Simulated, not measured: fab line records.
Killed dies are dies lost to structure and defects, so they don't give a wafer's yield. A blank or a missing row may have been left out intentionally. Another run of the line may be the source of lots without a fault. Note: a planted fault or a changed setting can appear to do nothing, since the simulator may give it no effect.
Which tool did it? | flow gf180mcu | Sampling: 15 lots, 45 wafers, 4 of 602 route steps

== WHAT THE GAUGES SHOWED, per wafer ==
GF_M3_RS_MEAS_05: the measuring method here is four-point-probe. Usual: M3_ALCU_RS gives 0.0697 ohm/sq (standard deviation 0.00076).
lot  | measured     | on            | M3_ALCU_RS (ohm/sq)  | flag
L176 | day 20 17:31 | film metro-03 | 0.0694 0.0707 0.0697 |
L178 | day 21 12:51 | film metro-03 | 0.0694 0.0693 0.0700 |
L180 | day 22 21:24 | film metro-02 | 0.0696 0.0702 0.0700 |
L181 | day 22 23:34 | film metro-01 | 0.0703 0.0705 0.0707 |
L183 | day 23 20:20 | film metro-01 | 0.0703 0.0692 0.0698 |
L184 | day 24 02:14 | film metro-03 | 0.0693 0.0693 0.0693 |
L185 | day 24 06:46 | film metro-02 | 0.0701 0.0705 0.0700 |
L186 | day 24 13:59 | film metro-03 | 0.0689 0.0678 0.0687 |
L188 | day 25 07:53 | film metro-01 | 0.0697 0.0697 0.0697 |
L189 | day 25 10:38 | film metro-01 | 0.0705 0.0700 0.0697 |
L190 | day 25 16:25 | film metro-02 | 0.0677 0.0677 0.0689 |
L192 | day 26 09:44 | film metro-02 | 0.0685 0.0684 0.0690 |
L194 | day 26 23:31 | film metro-03 | 0.0684 0.0685 0.0688 |
L197 | day 27 18:19 | film metro-01 | 0.0691 0.0692 0.0694 |
L198 | day 28 11:21 | film metro-01 | 0.0697 0.0696 0.0694 |

GF_V3_THK_MEAS_01. Usual: V3_CVD_00_THK gives 600 nm (standard deviation 6.7).
lot  | measured     | on            | V3_CVD_00_THK (nm) | flag
L176 | day 21 18:41 | film metro-03 | 600 601 602        |
L178 | day 22 12:55 | film metro-02 | 601 609 601        |
L180 | day 23 21:01 | film metro-03 | 589 599 592        |
L181 | day 23 23:04 | film metro-03 | 593 593 593        |
L183 | day 24 19:03 | film metro-02 | 598 606 595        |
L184 | day 25 00:56 | film metro-03 | 598 607 600        |
L185 | day 25 05:15 | film metro-02 | 609 608 608        |
L186 | day 25 11:43 | film metro-03 | 609 598 608        |
L192 | day 27 06:47 | film metro-03 | 597 598 597        |
L194 | day 27 20:52 | film metro-03 | 592 599 601        |
L197 | day 28 14:59 | film metro-02 | 600 597 598        |
L198 | day 29 07:55 | film metro-03 | 599 599 595        |

== WHAT TOOL EACH LOT RAN ON (gives the tool, then ch and the chambers of the sampled wafers, and finally the start) ==
lot  | GF_V2_STRIP_18                       | GF_M3_PEB_12
L176 | plasma asher-04 ch 0,1, day 20 15:49 | litho track-01 ch 0, day 21 17:28
L178 | plasma asher-04 ch 0,1, day 21 11:24 | litho track-03 ch 0, day 22 11:40
L180 | plasma asher-04 ch 0,1, day 22 19:55 | litho track-03 ch 0, day 23 19:46
L181 | plasma asher-01 ch 0,1, day 22 22:03 | litho track-03 ch 0, day 23 21:49
L183 | plasma asher-04 ch 0,1, day 23 18:53 | litho track-02 ch 0, day 24 17:51
L184 | plasma asher-04 ch 0,1, day 24 00:47 | litho track-03 ch 0, day 24 23:44
L185 | plasma asher-03 ch 0,1, day 24 05:15 | litho track-01 ch 0, day 25 04:01
L186 | plasma asher-04 ch 0,1, day 24 12:12 | litho track-02 ch 0, day 25 10:29
L188 | plasma asher-04 ch 0,1, day 25 06:26 | litho track-02, day 26 04:48
L189 | plasma asher-04 ch 0,1, day 25 09:11 | litho track-02, day 26 06:47
L190 | plasma asher-01 ch 0,1, day 25 14:58 | litho track-03, day 26 13:16
L192 | plasma asher-04 ch 0,1, day 26 08:16 | litho track-02 ch 0, day 27 05:34
L194 | plasma asher-03 ch 0,1, day 26 22:01 | litho track-02 ch 0, day 27 19:38
L197 | plasma asher-01 ch 0,1, day 27 16:52 | litho track-02 ch 0, day 28 13:46
L198 | plasma asher-04 ch 0,1, day 28 09:53 | litho track-01 ch 0, day 29 06:42
- GF_V2_STRIP_18: strips in O2/N2.
- GF_M3_PEB_12: peb time 90 s.

== AS READ BY THE TOOLS THEMSELVES (means over the sampled wafers that have a number; for cases with no such wafer, the mark the record gives instead) ==
GF_V2_STRIP_18. Usual: drypump motor current A 5.9 A, standard deviation 0.38; heater power w 339 W, standard deviation 15; oes product au 0.594 a.u., standard deviation 0.0045.
lot  | tool            | drypump motor current A (A) | heater power w (W) | oes product au (a.u.) | flag
L176 | plasma asher-04 | 5.6                         | 336                | 0.596                 |
L178 | plasma asher-04 | 5.6                         | 337                | 0.598                 |
L180 | plasma asher-04 | 5.8                         | 349                | 0.593                 |
L181 | plasma asher-01 | 6.0                         | 336                | 0.595                 |
L183 | plasma asher-04 | 5.6                         | 336                | 0.596                 |
L184 | plasma asher-04 | 5.6                         | 338                | 0.592                 |
L185 | plasma asher-03 | 6.0                         | 334                | 0.592                 |
L186 | plasma asher-04 | 5.8                         | 347                | 0.598                 |
L188 | plasma asher-04 | 5.8                         | 350                | 0.594                 |
L189 | plasma asher-04 | 5.6                         | 338                | 0.594                 |
L190 | plasma asher-01 | 6.0                         | 341                | 0.593                 |
L192 | plasma asher-04 | 5.6                         | 335                | 0.589                 |
L194 | plasma asher-03 | 6.0                         | 331                | 0.591                 |
L197 | plasma asher-01 | 6.0                         | 330                | 0.592                 |
L198 | plasma asher-04 | 5.6                         | 337                | 0.596                 |

GF_M3_PEB_12. Usual: chill plate temp C 23.02 C, standard deviation 0.12; exhaust pa 45.1 Pa, standard deviation 0.84.
lot  | tool           | chill plate temp C (C) | exhaust pa (Pa) | flag
L176 | litho track-01 | 23.07                  | 46.1            |
L178 | litho track-03 | 23.13                  | 45.8            |
L180 | litho track-03 | 23.03                  | 45.0            |
L181 | litho track-03 | 23.19                  | 44.9            |
L183 | litho track-02 | 22.87                  | 45.7            |
L184 | litho track-03 | 22.99                  | 44.4            |
L185 | litho track-01 | 22.98                  | 43.6            |
L186 | litho track-02 | 23.17                  | 44.9            |
L188 | litho track-02 | -                      | -               | OFF
L189 | litho track-02 | -                      | -               | OFF
L190 | litho track-03 | -                      | -               | OFF
L192 | litho track-02 | 22.89                  | 45.3            |
L194 | litho track-02 | 23.06                  | 45.2            |
L197 | litho track-02 | 22.94                  | 45.4            |
L198 | litho track-01 | 22.83                  | 44.3            |

== THE ANSWER, worked out from the rows above alone ==
Rule: a lot counts as off when the mean over its wafers that have a number is more than 3 standard deviations away from the usual mean. Also off: a lot with no number at a reading for which 4 or more lots have one. Any other lot the step has rows for is counted as sound. Order of review: gauges by route order, followed by the tools' own readings, for which a lot's mean as printed above is used. At the first step where some lot is off, the reading lying furthest off is the one used; lots without a number count as furthest.
Off, at GF_M3_PEB_12 on chill plate temp C: L188, L189, L190. Without a number there: L188, L189, L190.
A tool fits if, at that step or a process step before it, it ran every lot that is off, and no sound lot after the first of them. None of those tried fits.

== WHAT THE SIMULATOR PUT IN ==
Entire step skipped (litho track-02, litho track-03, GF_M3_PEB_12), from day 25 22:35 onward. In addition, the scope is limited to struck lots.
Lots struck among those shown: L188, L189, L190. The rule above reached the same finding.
